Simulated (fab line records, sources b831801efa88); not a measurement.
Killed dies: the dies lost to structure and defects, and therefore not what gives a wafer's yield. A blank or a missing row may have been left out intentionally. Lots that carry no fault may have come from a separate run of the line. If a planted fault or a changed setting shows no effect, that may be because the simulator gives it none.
Which tool is to blame? | flow sky130 | Sampling: 13 lots, 39 wafers, 3 of 708 route steps

## WHAT EACH GAUGE READ, for each wafer
SKY_METAL5_RS_MEAS_05: uses a four-point probe to measure. Usual: METAL5_ALCU_RS 0.02701 ohm/sq, standard deviation 0.00026.
lot  | measured     | on           | METAL5_ALCU_RS (ohm/sq) | flag
L520 | day 42 16:27 | filmMetro-01 | 0.02678 0.02688 0.02713 | 
L521 | day 43 01:57 | filmMetro-01 | 0.02669 0.02662 0.02698 | 
L523 | day 44 04:26 | filmMetro-03 | 0.02672 0.02677 0.02674 | 
L524 | day 44 14:22 | filmMetro-02 | 0.02698 0.02679 0.02666 | 
L525 | day 44 17:28 | filmMetro-02 | 0.02708 0.027 0.0271    | 
L526 | day 44 18:45 | filmMetro-01 | 0.02705 0.02684 0.02679 | 
L528 | day 45 05:24 | filmMetro-02 | 0.02681 0.02663 0.02685 | 
L529 | day 45 13:28 | filmMetro-03 | 0.02691 0.02724 0.02699 | 
L532 | day 46 02:52 | filmMetro-02 | 0.02728 0.02687 0.02693 | 
L534 | day 46 16:02 | filmMetro-02 | 0.02717 0.02677 0.02716 | 
L539 | day 47 17:38 | filmMetro-03 | 0.02748 0.02729 0.02729 | 
L538 | day 47 22:40 | filmMetro-02 | 0.0272 0.02726 0.02719  | 
L541 | day 48 16:05 | filmMetro-03 | 0.02731 0.02713 0.02742 | 

SKY_PASSIVATION_THK_MEAS_03. Usual: PASSIVATION_CVD_02_THK 542 nm, standard deviation 7.1.
lot  | measured     | on           | PASSIVATION_CVD_02_THK (nm) | flag
L520 | day 43 15:31 | filmMetro-04 | 539 551 542                 | 
L521 | day 44 00:44 | filmMetro-04 | 527 541 537                 | 
L523 | day 45 03:33 | filmMetro-04 | 538 539 541                 | 
L524 | day 45 12:58 | filmMetro-02 | 531 545 543                 | 
L525 | day 45 16:01 | filmMetro-01 | 530 547 551                 | 
L526 | day 45 16:44 | filmMetro-02 | 531 554 542                 | 
L528 | day 46 03:40 | filmMetro-01 | 550 552 550                 | 
L529 | day 46 11:11 | filmMetro-01 | 536 545 543                 | 
L532 | day 46 23:53 | filmMetro-04 | 539 542 544                 | 
L534 | day 47 12:50 | filmMetro-01 | 538 534 540                 | 
L539 | day 48 13:37 | filmMetro-04 | 534 529 545                 | 
L538 | day 48 19:04 | filmMetro-04 | 543 554 546                 | 
L541 | day 49 10:19 | filmMetro-01 | 528 548 544                 | 

## TOOL THAT RAN EACH LOT (tool first, then ch and the chambers of the sampled wafers, then the start)
lot  | SKY_METAL5_SPUTTER_04
L520 | pvdSputter-03, day 42 16:23
L521 | pvdSputter-03, day 43 01:54
L523 | pvdSputter-02, day 44 04:23
L524 | pvdSputter-03, day 44 14:19
L525 | pvdSputter-02, day 44 17:26
L526 | pvdSputter-02, day 44 18:41
L528 | pvdSputter-01, day 45 05:20
L529 | pvdSputter-02, day 45 13:23
L532 | pvdSputter-02, day 46 02:49
L534 | pvdSputter-02, day 46 15:58
L539 | pvdSputter-03, day 47 17:35
L538 | pvdSputter-03, day 47 22:37
L541 | pvdSputter-02, day 48 16:01
- SKY_METAL5_SPUTTER_04: material TiN, target thk 70 nm, time 58.3 s.

## AS READ BY THE TOOLS THEMSELVES (means over the sampled wafers that have a number; for cases with no such wafer, the mark the record gives instead)
SKY_METAL5_SPUTTER_04. Usual: throttleValvePct reads 29.6 % (standard deviation 0.84).
lot  | tool          | throttleValvePct (%) | flag
L520 | pvdSputter-03 | 29.4                 | 
L521 | pvdSputter-03 | 29.2                 | 
L523 | pvdSputter-02 | 30.2                 | 
L524 | pvdSputter-03 | 29.6                 | 
L525 | pvdSputter-02 | 30.2                 | 
L526 | pvdSputter-02 | 29.2                 | 
L528 | pvdSputter-01 | 29.1                 | 
L529 | pvdSputter-02 | 29.7                 | 
L532 | pvdSputter-02 | 30.2                 | 
L534 | pvdSputter-02 | 31.0                 | 
L539 | pvdSputter-03 | 29.7                 | 
L538 | pvdSputter-03 | 29.8                 | 
L541 | pvdSputter-02 | 29.7                 | 

## THE ANSWER, worked out from the rows above alone
Rule: lot off if the mean of its wafers having a number is beyond 3 standard deviations from the usual mean. A lot without any number at a reading at which 4 lots or more have one is off too. Where the step has rows for the other lots, those lots are counted as sound. First the gauges in route order, then the tools' own readings, where a lot's mean is used as printed above. At the first step where some lot is off, the reading lying furthest off is the one used; lots without a number count as furthest.
No lot is off on any of the readings shown, so nothing can be concluded from this.

## WHAT HAD BEEN PUT IN BY THE SIMULATOR
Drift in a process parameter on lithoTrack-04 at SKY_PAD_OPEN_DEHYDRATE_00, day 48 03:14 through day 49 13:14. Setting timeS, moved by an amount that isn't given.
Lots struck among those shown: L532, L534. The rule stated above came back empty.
